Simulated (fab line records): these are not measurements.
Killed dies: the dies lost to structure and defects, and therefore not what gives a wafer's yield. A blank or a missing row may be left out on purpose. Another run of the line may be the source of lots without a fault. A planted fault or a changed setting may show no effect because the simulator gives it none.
fab line records	flow sky130	part 1 of 2: steps 1 to 24 of 33
record lots=5	wafers=15	lastDay=50
route steps=708 shown METAL1@448 VIA1@458
lots untouched by any fault: they come from a run of this same line in which no faults occurred
startH: hours from the record's opening day to when the first of the lot's shown wafers began	waitH: hours from the lot's prior step to this one	" unchanged from the row above	L1.1+2: one row covering several wafers at once	- either no value or no given start	* or withheld: withheld	< > ~ a bound
route shown NAME@n: a module of which the file shows steps, and the number in the route of the first	usual: mean and standard deviation over wafers with no fault	same: alike in all rows	chamber/n: place in a boat	sites: per-site readings	_std_site: the values' standard deviation	_edge_site: the outer-site mean with the inner-site mean subtracted	radiusMm: how far each site lies from the wafer's centre	mask NAME#n: copy n	behind: tool/chamber where the wafer was last shaped	hold: what put the lot on hold/how long, in hours/how the hold closed	device: the n, p or np transistor that did not switch	end of line: the same wafers' tests at the end of the route	for a step that has no rows: nothing shown but its recipe	killed: count of dies lost to structure and defects at first sort (not the wafer's yield)	map: per-die view of a wafer (x killed, . not killed, _ where there is no die)
set.NAME: setting as actually run; set.NAME@STEP: the setting as run at that earlier step	model.NAME: the simulator's own value behind a step, which no gauge read
lots at some steps of the route; a table a step, a row a wafer
services: the hour from which a tool's chamber was out of use, counted from the record's first day as startH (under 0 if before that day), plus the number of hours and why
## steps
# step SKY_METAL1_DEVELOP_14
# recipe developTimeS=60	resist=KrF-thick	devTempC=21
# usual chillPlateTempC=23.00/0.11
lot.wafer	tool	chamber	startH	waitH	chillPlateTempC
L080.1	lithoTrack-02	0	-	-	22.93
L080.3	"	0	"	"	23.18
L080.4	"	0	"	"	23.13
L081.1	lithoTrack-02	0	-	-	22.98
L081.5	"	0	"	"	23.08
L081.6	"	0	"	"	23.06
L088.2	lithoTrack-03	0	-	-	23.10
L088.5	"	0	"	"	23.06
L088.6	"	0	"	"	22.91
L090.1	lithoTrack-04	0	-	-	22.90
L090.3	"	0	"	"	23.02
L090.5	"	0	"	"	22.98
L096.1	lithoTrack-03	0	-	-	23.06
L096.3	"	0	"	"	23.20
L096.5	"	0	"	"	23.04
# step SKY_METAL1_CD_MEAS_15
# recipe targetCdNm=140
# usual cdNm=140.1/1.4
lot.wafer	tool	chamber	startH	waitH	cdNm
L080.1	cdSem-01	-	816.17	-	138.8
L080.3	"	-	"	"	139.0
L080.4	"	-	"	"	139.6
L081.1	cdSem-01	-	817.72	-	138.3
L081.5	"	-	"	"	139.3
L081.6	"	-	"	"	138.7
L088.2	cdSem-02	-	883.20	-	141.3
L088.5	"	-	"	"	140.0
L088.6	"	-	"	"	140.2
L090.1	cdSem-02	-	891.80	-	139.9
L090.3	"	-	"	"	138.8
L090.5	"	-	"	"	139.9
L096.1	cdSem-02	-	935.03	-	138.5
L096.3	"	-	"	"	138.7
L096.5	"	-	"	"	139.7
# step SKY_METAL1_OVL_MEAS_16
# usual METAL1_OVL=-1/4.2
lot.wafer	tool	chamber	startH	waitH	METAL1_OVL[nm]
L080.1	overlay-02	-	816.29	0.1	0
L080.3	"	-	"	"	1
L080.4	"	-	"	"	3
L081.1	overlay-02	-	817.84	0.1	10
L081.5	"	-	"	"	8
L081.6	"	-	"	"	6
L088.2	overlay-01	-	883.31	0.1	0
L088.5	"	-	"	"	-1
L088.6	"	-	"	"	-5
L090.1	overlay-01	-	891.92	0.1	-1
L090.3	"	-	"	"	1
L090.5	"	-	"	"	2
L096.1	overlay-02	-	935.15	0.1	-7
L096.3	"	-	"	"	-5
L096.5	"	-	"	"	-9
# step SKY_METAL1_DESCUM_17
# recipe chemistry=O2	sourcePowerW=150	biasPowerW=0	pressureMtorr=10	tempC=40	timeS=8
# usual drypumpMotorCurrentA=5.5/0.38	oesProductAu=0.999/0.014	rfFwdPowerW=147.2/0.82
# same timeS=8
lot.wafer	tool	chamber	startH	waitH	drypumpMotorCurrentA	oesProductAu	rfFwdPowerW	rfHoursCounterH
L080.1	rieMetal-01	0	816.32	0.0	5.2	1.004	145.9	12
L080.3	"	0	"	"	5.2	1.002	146.2	-
L080.4	"	1	"	"	5.1	1.017	147.7	-
L081.1	rieMetal-04	0	817.87	0.0	5.4	0.977	145.7	7
L081.5	"	0	"	"	5.4	0.976	145.8	-
L081.6	"	1	"	"	5.6	0.994	148.2	-
L088.2	rieMetal-02	0	883.34	0.0	6.2	1.016	148.6	8
L088.5	"	1	"	"	5.3	0.979	147.8	-
L088.6	"	0	"	"	6.2	1.006	147.8	-
L090.1	rieMetal-04	0	891.95	0.0	5.4	0.990	146.6	10
L090.3	"	1	"	"	5.6	1.010	147.4	-
L090.5	"	0	"	"	5.4	0.987	146.1	-
L096.1	rieMetal-02	1	935.19	0.0	5.3	0.983	147.6	9
L096.3	"	1	"	"	5.3	0.986	148.2	-
L096.5	"	0	"	"	6.2	1.005	147.4	-
# step SKY_METAL1_ETCH_18
# recipe chemistry=N2/H2	target=BARC	ionEnergyEv=200	biasW=100	pressureMtorr=30	n2FlowSccm=100	h2FlowSccm=200	icpW=500	stopOn=SiO2	timeS=47.72	targetDepthA=600
# usual drypumpMotorCurrentA=5.5/0.38	n2FlowSccm=100.0/0.32	oesProductAu=0.848/0.005	throttleValvePct=13.224/0.0089
# same timeS=47.72
lot.wafer	tool	chamber	startH	waitH	drypumpMotorCurrentA	n2FlowSccm	oesProductAu	rfHoursCounterH	throttleValvePct
L080.1	rieMetal-01	0	816.35	0.0	5.2	99.8	0.847	12	13.219
L080.3	"	0	"	"	5.2	99.8	0.851	-	13.220
L080.4	"	1	"	"	5.1	100.0	0.856	-	13.210
L081.1	rieMetal-04	0	817.90	0.0	5.4	100.0	0.844	7	13.217
L081.5	"	0	"	"	5.4	99.6	0.846	-	13.234
L081.6	"	1	"	"	5.7	99.8	0.845	-	13.212
L088.2	rieMetal-02	0	883.37	0.0	6.2	100.0	0.842	9	13.240
L088.5	"	1	"	"	5.4	100.3	0.846	-	13.223
L088.6	"	0	"	"	6.2	99.9	0.847	-	13.227
L090.1	rieMetal-04	0	891.99	0.0	5.4	100.1	0.849	10	13.232
L090.3	"	1	"	"	5.7	100.2	0.850	-	13.231
L090.5	"	0	"	"	5.4	100.4	0.852	-	13.231
L096.1	rieMetal-02	1	935.22	0.0	5.3	99.4	0.846	9	13.214
L096.3	"	1	"	"	5.3	99.4	0.856	-	13.220
L096.5	"	0	"	"	6.2	99.6	0.851	-	13.224
# step SKY_METAL1_METAL_ETCH_19
# recipe targetDepthA=3600	stopOn=SiO2	overEtchFrac=0.3	timeS=78	chemistry=Cl2/BCl3	resistSidewallDeg=88	pressureMtorr=10	icpW=900	biasW=48.5	Cl2_flow_sccm=60	bcl3FlowSccm=30
# usual drypumpMotorCurrentA=5.5/0.38	mfcCl2Sccm=60.01/0.2	oesProductAu=0.856/0.0052	rfFwdPowerW=894/3.2	throttleValvePct=22.264/0.0093
# same overEtchFrac=0.3	timeS=78
lot.wafer	tool	chamber	startH	waitH	drypumpMotorCurrentA	mfcCl2Sccm	oesProductAu	rfFwdPowerW	rfHoursCounterH	throttleValvePct
L080.1	rieMetal-01	0	816.42	0.0	5.2	60.04	0.857	892	12	22.269
L080.3	"	0	"	"	5.2	60.00	0.851	895	-	22.246
L080.4	"	1	"	"	5.1	59.83	0.860	893	-	22.271
L081.1	rieMetal-04	0	817.97	0.0	5.4	60.07	0.855	889	7	22.266
L081.5	"	0	"	"	5.4	60.33	0.855	894	-	22.265
L081.6	"	1	"	"	5.7	60.20	0.858	894	-	22.250
L088.2	rieMetal-02	0	883.43	0.0	6.2	59.87	0.864	897	9	22.267
L088.5	"	1	"	"	5.3	60.51	0.860	898	-	22.261
L088.6	"	0	"	"	6.2	60.02	0.853	897	-	22.251
L090.1	rieMetal-04	0	892.05	0.0	5.4	59.82	0.859	887	10	22.274
L090.3	"	1	"	"	5.7	60.28	0.841	895	-	22.269
L090.5	"	0	"	"	5.4	59.70	0.859	888	-	22.265
L096.1	rieMetal-02	1	935.28	0.0	5.3	60.15	0.846	901	9	22.256
L096.3	"	1	"	"	5.3	60.26	0.851	898	-	22.266
L096.5	"	0	"	"	6.2	60.00	0.854	896	-	22.266
# step SKY_METAL1_STRIP_20
# recipe chemistry=O2/N2	powerW=1400	pressureMtorr=1500	platenTempC=withheld	o2FlowSccm=3000	n2FlowSccm=300	overashFraction=0.5
# usual drypumpMotorCurrentA=5.6/0.33	n2FlowSccm=300.0/0.94	oesProductAu=0.342/0.0057	stripTimeToEndpointS=2.68/0.066
lot.wafer	tool	chamber	startH	waitH	drypumpMotorCurrentA	n2FlowSccm	oesProductAu	rfHoursCounterH	stripTimeToEndpointS
L080.1	plasmaAsher-04	1	816.51	0.1	5.6	300.0	0.346	102	2.67
L080.3	"	1	"	"	5.6	300.4	0.337	-	2.65
L080.4	"	0	"	"	5.1	300.6	0.341	-	2.60
L081.1	plasmaAsher-01	1	818.06	0.1	5.2	301.3	0.353	38	2.79
L081.5	"	1	"	"	5.2	300.6	0.349	-	2.76
L081.6	"	0	"	"	5.6	299.5	0.349	-	2.71
L088.2	plasmaAsher-03	0	883.52	0.1	5.7	300.0	0.342	75	2.60
L088.5	"	1	"	"	6.1	300.0	0.344	-	2.70
L088.6	"	0	"	"	5.7	298.9	0.342	-	2.59
L090.1	plasmaAsher-01	1	892.14	0.1	5.2	299.7	0.353	44	2.76
L090.3	"	1	"	"	5.2	299.2	0.329	-	2.60
L090.5	"	1	"	"	5.2	299.4	0.333	-	2.76
L096.1	plasmaAsher-04	0	935.37	0.1	5.1	298.6	0.350	114	2.75
L096.3	"	1	"	"	5.6	299.2	0.338	-	2.73
L096.5	"	0	"	"	5.1	300.2	0.340	-	2.57
# step SKY_METAL1_STRIP_21
# recipe chemistry=postEtchResidueRemover	timeS=1200	tempC=72.5
# same timeS=1200
lot.wafer	tool	chamber	startH	waitH
L080.1+3+4	wetBench-02	3	816.61	0.1
L081.1+5+6	wetBench-03	1	818.16	0.1
L088.2+5+6	wetBench-04	3	883.62	0.1
L090.1+3+5	wetBench-04	3	892.24	0.1
L096.1+3+5	wetBench-04	0	935.47	0.1
# step SKY_METAL1_CLEAN_22
# recipe chemistry=IPA	timeS=180	tempC=25
# same timeS=180
lot.wafer	tool	chamber	startH	waitH
L080.1+3+4	wetBench-03	3	816.95	0.0
L081.1+5+6	wetBench-02	0	818.50	0.0
L088.2+5+6	wetBench-02	2	883.97	0.0
L090.1+3+5	wetBench-03	2	892.58	0.0
L096.1+3+5	wetBench-02	0	935.85	0.0
# step SKY_METAL1_CLEAN_23
# recipe chemistry=O3/DIW	dry=n2Spin
lot.wafer	tool	chamber	startH	waitH
L080.1+3+4	wetBench-04	1	817.01	0.0
L081.1+5+6	wetBench-03	3	818.56	0.0
L088.2+5+6	wetBench-03	0	884.03	0.0
L090.1+3+5	wetBench-02	0	892.64	0.0
L096.1+3+5	wetBench-03	1	935.91	0.0
# step SKY_VIA1_HDPCVD_00
# recipe material=SiO2	targetThkNm=1030	sigmaOpenFrac=0.3	timeS=171.7	tempC=400	sih4FlowSccm=60	pressureMtorr=6
# usual pressureMtorr=5.995/0.011
# same timeS=171.7
lot.wafer	tool	chamber	startH	waitH	pressureMtorr
L080.1	hdpcvd-01	0	817.11	0.0	5.978
L080.3	"	2	"	"	6.010
L080.4	"	1	"	"	6.002
L081.1	hdpcvd-02	2	818.65	0.0	5.996
L081.5	"	2	"	"	5.997
L081.6	"	0	"	"	5.983
L088.2	hdpcvd-02	1	884.13	0.0	5.997
L088.5	"	0	"	"	5.995
L088.6	"	2	"	"	5.995
L090.1	hdpcvd-01	2	892.74	0.0	5.997
L090.3	"	0	"	"	5.994
L090.5	"	2	"	"	5.972
L096.1	hdpcvd-02	0	936.00	0.0	6.000
L096.3	"	1	"	"	5.998
L096.5	"	1	"	"	5.989
# step SKY_VIA1_THK_MEAS_01
# recipe reads=SiO2_of_VIA1_HDPCVD_00
# usual VIA1_HDPCVD_THK=1030/11
lot.wafer	tool	chamber	startH	waitH	VIA1_HDPCVD_THK[nm]
L080.1	filmMetro-03	-	817.22	0.1	1007
L080.3	"	-	"	"	1025
L080.4	"	-	"	"	1030
L081.1	filmMetro-04	-	818.76	0.1	1053
L081.5	"	-	"	"	1050
L081.6	"	-	"	"	1037
L088.2	filmMetro-04	-	884.25	0.1	1041
L088.5	"	-	"	"	1048
L088.6	"	-	"	"	1037
L090.1	filmMetro-03	-	892.86	0.1	1023
L090.3	"	-	"	"	1034
L090.5	"	-	"	"	1018
L096.1	filmMetro-03	-	936.11	0.1	1019
L096.3	"	-	"	"	1031
L096.5	"	-	"	"	1037
# step SKY_VIA1_CMP_02
# recipe material=SiO2	downForcePsi=4	platenRpm=60	padVelocityMS=0.94248
# usual motorCurrentA=12.6/1.1
lot.wafer	tool	chamber	startH	waitH	motorCurrentA
L080.3	cmp-01	3	817.33	0.1	12.7
L080.1	"	0	"	"	13.2
L080.4	"	1	"	"	10.9
L081.1	cmp-02	2	818.97	0.2	13.8
L081.5	"	3	"	"	12.9
L081.6	"	0	"	"	11.0
L088.2	cmp-01	2	884.45	0.2	12.1
L088.6	"	3	"	"	12.7
L088.5	"	0	"	"	12.8
L090.1	cmp-01	2	892.94	0.1	11.4
L090.3	"	1	"	"	10.9
L090.5	"	2	"	"	12.0
L096.3	cmp-01	1	936.22	0.1	11.3
L096.1	"	2	"	"	12.1
L096.5	"	0	"	"	12.6
# step SKY_VIA1_BOW_MEAS_03
# recipe mode=bow
# usual VIA1_BOW=80/6.5
lot.wafer	tool	chamber	startH	waitH	VIA1_BOW[um]
L080.1	filmMetro-01	-	817.58	0.1	71
L080.3	"	-	"	"	74
L080.4	"	-	"	"	77
L081.1	filmMetro-01	-	819.12	0.1	72
L081.5	"	-	"	"	72
L081.6	"	-	"	"	85
L088.2	filmMetro-04	-	884.62	0.1	85
L088.5	"	-	"	"	80
L088.6	"	-	"	"	84
L090.1	filmMetro-04	-	893.27	0.3	79
L090.3	"	-	"	"	76
L090.5	"	-	"	"	91
L096.1	filmMetro-01	-	936.47	0.1	81
L096.3	"	-	"	"	78
L096.5	"	-	"	"	82
# step SKY_VIA1_DEHYDRATE_04
# recipe tempC=200	timeS=60
# usual chillPlateTempC=23.00/0.11
# same timeS=60
lot.wafer	tool	chamber	startH	waitH	chillPlateTempC
L080.1	lithoTrack-02	0	830.17	12.6	23.01
L080.3	"	0	"	"	23.13
L080.4	"	0	"	"	22.93
L081.1	lithoTrack-02	0	831.62	12.5	22.86
L081.5	"	0	"	"	22.95
L081.6	"	0	"	"	22.96
L088.2	lithoTrack-02	0	896.29	11.7	22.90
L088.5	"	0	"	"	23.06
L088.6	"	0	"	"	23.08
L090.1	lithoTrack-01	0	905.73	12.4	23.03
L090.3	"	0	"	"	22.93
L090.5	"	0	"	"	22.95
L096.1	lithoTrack-03	0	947.48	11.0	23.10
L096.3	"	0	"	"	23.10
L096.5	"	0	"	"	22.93
# step SKY_VIA1_HMDS_05
# recipe primeTimeS=60	primeTempC=120
# usual chillPlateTempC=23.01/0.1
lot.wafer	tool	chamber	startH	waitH	chillPlateTempC
L080.1	lithoTrack-02	0	830.32	0.1	23.19
L080.3	"	0	"	"	23.12
L080.4	"	0	"	"	23.00
L081.1	lithoTrack-02	0	831.77	0.1	22.93
L081.5	"	0	"	"	23.07
L081.6	"	0	"	"	23.01
L088.2	lithoTrack-02	0	896.44	0.1	22.94
L088.5	"	0	"	"	22.92
L088.6	"	0	"	"	22.93
L090.1	lithoTrack-01	0	905.88	0.1	22.81
L090.3	"	0	"	"	22.97
L090.5	"	0	"	"	23.02
L096.1	lithoTrack-03	0	947.63	0.1	22.95
L096.3	"	0	"	"	23.02
L096.5	"	0	"	"	22.98
# step SKY_VIA1_COAT_06
# recipe resist=BARC	tempC=withheld	timeS=withheld	spinRpm=3000	resistThkNm=60
# usual chillPlateTempC=*
lot.wafer	tool	chamber	startH	waitH	chillPlateTempC
L080.1	lithoTrack-02	0	830.47	0.1	*
L080.3	"	0	"	"	*
L080.4	"	0	"	"	*
L081.1	lithoTrack-02	0	831.92	0.1	*
L081.5	"	0	"	"	*
L081.6	"	0	"	"	*
L088.2	lithoTrack-02	0	896.59	0.1	*
L088.5	"	0	"	"	*
L088.6	"	0	"	"	*
L090.1	lithoTrack-01	0	906.03	0.1	*
L090.3	"	0	"	"	*
L090.5	"	0	"	"	*
L096.1	lithoTrack-03	0	947.78	0.1	*
L096.3	"	0	"	"	*
L096.5	"	0	"	"	*
# step SKY_VIA1_COAT_07
# recipe resist=KrF-thick	spinRpm=3000	resistThkNm=450
# usual chillPlateTempC=22.99/0.1
lot.wafer	tool	chamber	startH	waitH	chillPlateTempC
L080.1	lithoTrack-02	0	-	-	23.05
L080.3	"	0	"	"	23.01
L080.4	"	0	"	"	23.10
L081.1	lithoTrack-02	0	-	-	23.06
L081.5	"	0	"	"	23.03
L081.6	"	0	"	"	22.94
L088.2	lithoTrack-02	0	-	-	23.13
L088.5	"	0	"	"	22.89
L088.6	"	0	"	"	22.92
L090.1	lithoTrack-01	0	-	-	22.98
L090.3	"	0	"	"	23.09
L090.5	"	0	"	"	22.95
L096.1	lithoTrack-03	0	-	-	23.06
L096.3	"	0	"	"	23.18
L096.5	"	0	"	"	23.11
# step SKY_VIA1_SOFTBAKE_08
# recipe tempC=100	timeS=90	resist=KrF-thick
# usual chillPlateTempC=22.97/0.1
# same timeS=90
lot.wafer	tool	chamber	startH	waitH	chillPlateTempC
L080.1	lithoTrack-02	0	-	-	22.94
L080.3	"	0	"	"	22.96
L080.4	"	0	"	"	23.04
L081.1	lithoTrack-02	0	-	-	22.86
L081.5	"	0	"	"	23.06
L081.6	"	0	"	"	22.96
L088.2	lithoTrack-02	0	-	-	22.85
L088.5	"	0	"	"	23.00
L088.6	"	0	"	"	22.86
L090.1	lithoTrack-01	0	-	-	23.14
L090.3	"	0	"	"	23.09
L090.5	"	0	"	"	23.09
L096.1	lithoTrack-03	0	-	-	22.96
L096.3	"	0	"	"	23.17
L096.5	"	0	"	"	23.14
# step SKY_VIA1_EXPOSE_09
# recipe maskId=VIM	na=0.8	sourceShape=annular	sigmaInner=0.55	sigmaOuter=0.85	targetCdNm=150	doseMj=38
# usual reticleTempC=23.02/0.11	stageVelMmS=500.03/0.24
# same sigmaInner=0.55
lot.wafer	tool	chamber	startH	waitH	mask	reticleTempC	stageVelMmS
L080.1	krfScanner-02	0	-	-	VIM#0	22.96	500.27
L080.3	"	0	"	"	VIM#0	22.84	499.96
L080.4	"	0	"	"	VIM#0	22.81	499.73
L081.1	krfScanner-02	0	-	-	VIM#0	22.93	500.18
L081.5	"	0	"	"	VIM#0	22.99	500.51
L081.6	"	0	"	"	VIM#0	22.97	500.23
L088.2	krfScanner-02	0	-	-	VIM#0	22.97	500.36
L088.5	"	0	"	"	VIM#0	22.98	500.19
L088.6	"	0	"	"	VIM#0	23.05	500.19
L090.1	krfScanner-02	0	-	-	VIM#0	22.90	499.84
L090.3	"	0	"	"	VIM#0	22.86	500.20
L090.5	"	0	"	"	VIM#0	23.07	500.32
L096.1	krfScanner-01	0	-	-	VIM#0	22.97	500.34
L096.3	"	0	"	"	VIM#0	23.02	500.44
L096.5	"	0	"	"	VIM#0	23.03	500.21
# step SKY_VIA1_PEB_10
# recipe pebTempC=withheld	pebTimeS=withheld	resist=KrF-thick
# usual chillPlateTempC=*
lot.wafer	tool	chamber	startH	waitH	chillPlateTempC
L080.1	lithoTrack-01	0	-	-	*
L080.3	"	0	"	"	*
L080.4	"	0	"	"	*
L081.1	lithoTrack-01	0	-	-	*
L081.5	"	0	"	"	*
L081.6	"	0	"	"	*
L088.2	lithoTrack-03	0	-	-	*
L088.5	"	0	"	"	*
L088.6	"	0	"	"	*
L090.1	lithoTrack-02	0	-	-	*
L090.3	"	0	"	"	*
L090.5	"	0	"	"	*
L096.1	lithoTrack-01	0	-	-	*
L096.3	"	0	"	"	*
L096.5	"	0	"	"	*
# step SKY_VIA1_DEVELOP_11
# recipe developTimeS=60	resist=KrF-thick	devTempC=21
# usual chillPlateTempC=23.00/0.12
lot.wafer	tool	chamber	startH	waitH	chillPlateTempC
L080.1	lithoTrack-01	0	-	-	22.87
L080.3	"	0	"	"	22.79
L080.4	"	0	"	"	22.68
L081.1	lithoTrack-01	0	-	-	23.04
L081.5	"	0	"	"	23.18
L081.6	"	0	"	"	23.12
L088.2	lithoTrack-03	0	-	-	22.99
L088.5	"	0	"	"	22.97
L088.6	"	0	"	"	22.89
L090.1	lithoTrack-02	0	-	-	23.06
L090.3	"	0	"	"	22.98
L090.5	"	0	"	"	23.09
L096.1	lithoTrack-01	0	-	-	23.00
L096.3	"	0	"	"	22.94
L096.5	"	0	"	"	22.96
# step SKY_VIA1_CD_MEAS_12
# recipe targetCdNm=150
# usual cdNm=150.0/1.4
lot.wafer	tool	chamber	startH	waitH	cdNm
L080.1	cdSem-01	-	844.03	-	148.5
L080.3	"	-	"	"	148.9
L080.4	"	-	"	"	148.6
L081.1	cdSem-01	-	845.88	-	150.2
L081.5	"	-	"	"	149.7
L081.6	"	-	"	"	150.9
L088.2	cdSem-02	-	910.05	-	149.3
L088.5	"	-	"	"	148.0
L088.6	"	-	"	"	149.3
L090.1	cdSem-02	-	918.52	-	149.3
L090.3	"	-	"	"	149.5
L090.5	"	-	"	"	148.6
L096.1	cdSem-02	-	961.23	-	150.3
L096.3	"	-	"	"	149.0
L096.5	"	-	"	"	149.0
# step SKY_VIA1_OVL_MEAS_13
# usual VIA1_OVL=3/5.6
lot.wafer	tool	chamber	startH	waitH	VIA1_OVL[nm]
L080.1	overlay-02	-	844.15	0.1	9
L080.3	"	-	"	"	9
L080.4	"	-	"	"	13
L081.1	overlay-01	-	846.00	0.1	11
L081.5	"	-	"	"	10
L081.6	"	-	"	"	7
L088.2	overlay-02	-	910.16	0.1	6
L088.5	"	-	"	"	-1
L088.6	"	-	"	"	-1
L090.1	overlay-02	-	918.64	0.1	2
L090.3	"	-	"	"	11
L090.5	"	-	"	"	1
L096.1	overlay-01	-	961.35	0.1	6
L096.3	"	-	"	"	6
L096.5	"	-	"	"	6
